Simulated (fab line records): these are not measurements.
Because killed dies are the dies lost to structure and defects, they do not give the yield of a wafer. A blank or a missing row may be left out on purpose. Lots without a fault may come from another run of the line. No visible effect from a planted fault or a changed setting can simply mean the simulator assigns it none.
2 desks, one fault | flow gf180mcu | each desk holds nothing but its own numbers, with what lay behind them at the end

## AT THE TOOL OWNER'S DESK: implanter-04
The tool's own readings at GF_NSD_IMPLANT_10: means of the sampled wafers that have a number, for each lot that ran on this tool. Any lot whose mean is over 4 standard deviations away from the usual mean is out of limits and marked OUT; that distance is given in the brackets.
Columns: A = dose ions cm2 at GF_NSD_IMPLANT_10, usual 5e+14; B = end station pressure torr at GF_NSD_IMPLANT_10, usual 7.3e-06 Torr; C = faraday current uA at GF_NSD_IMPLANT_10, usual 2790
lot  | first seen here | A                       | B                  | C
L825 | day 13 11:34    | 5e+14                   | 7.5e-06            | 2731
L826 | day 13 15:20    | 5e+14                   | 7.3e-06            | 2810
L830 | day 15 04:11    | 5e+14                   | 7.4e-06            | 2839
L833 | day 16 08:55    | 5e+14                   | 7.4e-06            | 2718
L834 | day 16 14:53    | 5e+14                   | 7.0e-06            | 2771
L840 | day 18 12:47    | 5e+14                   | 7.4e-06            | 2821
L843 | day 19 13:14    | 8e+14 (+99 or more) OUT | 9.2e-06 (+4.9) OUT | 4482 (+27) OUT
L844 | day 20 02:35    | 8e+14 (+99 or more) OUT | 8.3e-06            | 4430 (+26) OUT
This desk's verdict: out of limits on L843, L844, starting with L843 at day 19 13:14 (dose ions cm2 at GF_NSD_IMPLANT_10). L825, L826, L830, L833, L834, L840: within limits.

## FROM THE METROLOGY DESK
Means of the sampled wafers that have a number, per lot and without regard to the tool the lot ran on: this is what the gauges read. Any lot whose mean is over 4 standard deviations away from the usual mean is out of limits and marked OUT; that distance is given in the brackets.
Columns: A = NSD_RS at GF_PSD_RS_MEAS_14, usual 46.09 ohm/sq; B = cd nm at GF_SAB_CD_MEAS_09, usual 419.6 nm
lot  | first seen here | A               | B
L825 | day 14 09:20    | 46.11           | 419.5
L826 | day 14 13:14    | 46.14           | 419.6
L827 | day 15 06:05    | 46.19           | 418.6
L830 | day 16 01:53    | 45.98           | 417.7
L831 | day 16 16:05    | 46.01           | 417.6
L833 | day 17 07:41    | 46.09           | 419.2
L834 | day 17 13:50    | 46.11           | 421.6
L837 | day 18 19:09    | 46.14           | 418.7
L840 | day 19 14:26    | 46.12           | 422.4
L843 | day 20 13:38    | 42.74 (-42) OUT | 420.9
L844 | day 21 03:44    | 42.65 (-43) OUT | 420.5
Finding of this desk: L843, L844 out of limits, first seen on L843 at day 20 13:38 (NSD_RS at GF_PSD_RS_MEAS_14). L825, L826, L827, L830, L831, L833, L834, L837, L840: within limits.

## ALL TOGETHER
An alarm could have come from the tool owner's desk at day 19 13:14, on L843, L844.
An alarm was possible from the metrology desk at day 20 13:38, on L843, L844.
All the named lots went through GF_NSD_IMPLANT_10 on implanter-04.

## WHAT HAD BEEN PUT IN BY THE SIMULATOR
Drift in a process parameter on implanter-04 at GF_NSD_IMPLANT_10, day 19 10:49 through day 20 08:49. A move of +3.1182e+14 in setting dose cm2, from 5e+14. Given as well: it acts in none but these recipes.
Lots struck among those shown: L843, L844.
Counting hours from when the fault started, the first reading out of limits came at 2 for the tool owner's desk and at 27 for the metrology desk.
